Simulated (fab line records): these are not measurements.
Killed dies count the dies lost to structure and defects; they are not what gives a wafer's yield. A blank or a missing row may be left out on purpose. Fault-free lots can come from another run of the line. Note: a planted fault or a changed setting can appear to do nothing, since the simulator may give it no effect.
Chamber matching / flow sky130 / 4 sister chambers for SKY_LI_CONTACT_ETCH_15 on rie_diel-02
The step etches PSG in C4F8/O2/Ar, stops on Si, target depth 600 nm. 20 wafers are shown with their chamber, then 10 later ones without.

## WAFERS WITH THEIR CHAMBER
wafer=L078.4; chamber=0; oes_product_au (a.u.)=0.834; bias_w (W)=1197
wafer=L078.5; chamber=2; oes_product_au (a.u.)=0.835; bias_w (W)=1202
wafer=L078.6; chamber=1; oes_product_au (a.u.)=0.831; bias_w (W)=1204
wafer=L079.2; chamber=0; oes_product_au (a.u.)=0.837; bias_w (W)=1206
wafer=L079.4; chamber=1; oes_product_au (a.u.)=0.833; bias_w (W)=1198
wafer=L079.6; chamber=1; oes_product_au (a.u.)=0.836; bias_w (W)=1197
wafer=L080.3; chamber=0; oes_product_au (a.u.)=0.835; bias_w (W)=1207
wafer=L080.4; chamber=1; oes_product_au (a.u.)=0.835; bias_w (W)=1201
wafer=L080.5; chamber=0; oes_product_au (a.u.)=0.837; bias_w (W)=1204
wafer=L083.1; chamber=2; oes_product_au (a.u.)=0.843; bias_w (W)=1200
wafer=L083.4; chamber=0; oes_product_au (a.u.)=0.833; bias_w (W)=1198
wafer=L083.6; chamber=0; oes_product_au (a.u.)=0.837; bias_w (W)=1202
wafer=L085.2; chamber=2; oes_product_au (a.u.)=0.844; bias_w (W)=1203
wafer=L085.4; chamber=0; oes_product_au (a.u.)=0.834; bias_w (W)=1206
wafer=L085.6; chamber=1; oes_product_au (a.u.)=0.834; bias_w (W)=1204
wafer=L086.2; chamber=1; oes_product_au (a.u.)=0.831; bias_w (W)=1197
wafer=L086.4; chamber=3; oes_product_au (a.u.)=0.844; bias_w (W)=1201
wafer=L086.6; chamber=1; oes_product_au (a.u.)=0.834; bias_w (W)=1196
wafer=L089.1; chamber=1; oes_product_au (a.u.)=0.829; bias_w (W)=1195
wafer=L089.4; chamber=1; oes_product_au (a.u.)=0.836; bias_w (W)=1195

SIGNATURES, as means of the wafers listed above
reading=oes_product_au; chamber 0=0.83529; chamber 1=0.83322; chamber 2=0.84067; chamber 3=0.84400; scatter within a chamber=0.00267
reading=bias_w; chamber 0=1202.86; chamber 1=1198.56; chamber 2=1201.67; chamber 3=1201.00; scatter within a chamber=3.57
Rule: a wafer lies at a distance from a chamber equal to the root of the sum of squares, over the readings, of (its reading less the chamber's mean, divided by the reading's scatter). The wafer belongs to the nearest chamber; if the next one is less than 2 further off, it can't be placed. The scatter: take each reading less its chamber's mean, square it, sum over the shown wafers, divide by the number of wafers less the number of chambers, and take the root.

## WAFERS WITH NO CHAMBER GIVEN
wafer=L089.6; oes_product_au (a.u.)=0.836; bias_w (W)=1193
wafer=L092.1; oes_product_au (a.u.)=0.833; bias_w (W)=1193
wafer=L092.4; oes_product_au (a.u.)=0.832; bias_w (W)=1195
wafer=L092.6; oes_product_au (a.u.)=0.844; bias_w (W)=1194
wafer=L093.1; oes_product_au (a.u.)=0.831; bias_w (W)=1200
wafer=L093.4; oes_product_au (a.u.)=0.837; bias_w (W)=1199
wafer=L093.6; oes_product_au (a.u.)=0.837; bias_w (W)=1195
wafer=L095.1; oes_product_au (a.u.)=0.832; bias_w (W)=1202
wafer=L095.3; oes_product_au (a.u.)=0.835; bias_w (W)=1199
wafer=L095.6; oes_product_au (a.u.)=0.845; bias_w (W)=1202

## WHICH CHAMBER EACH WENT THROUGH
wafer=L089.6; from the rows above=can't be placed: 1 or 0 or 2 or 3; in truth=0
wafer=L092.1; from the rows above=can't be placed: 1 or 0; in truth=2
wafer=L092.4; from the rows above=can't be placed: 1 or 0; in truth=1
wafer=L092.6; from the rows above=can't be placed: 3 or 2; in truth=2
wafer=L093.1; from the rows above=can't be placed: 1 or 0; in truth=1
wafer=L093.4; from the rows above=can't be placed: 0 or 1 or 2 or 3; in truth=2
wafer=L093.6; from the rows above=can't be placed: 1 or 0 or 2 or 3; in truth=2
wafer=L095.1; from the rows above=can't be placed: 1 or 0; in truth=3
wafer=L095.3; from the rows above=can't be placed: 1 or 0 or 2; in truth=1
wafer=L095.6; from the rows above=can't be placed: 3 or 2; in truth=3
Placed correctly: 0 of 10. These rows do not allow placing 10 (true chamber among the candidates in 8). 0 placed wrongly.
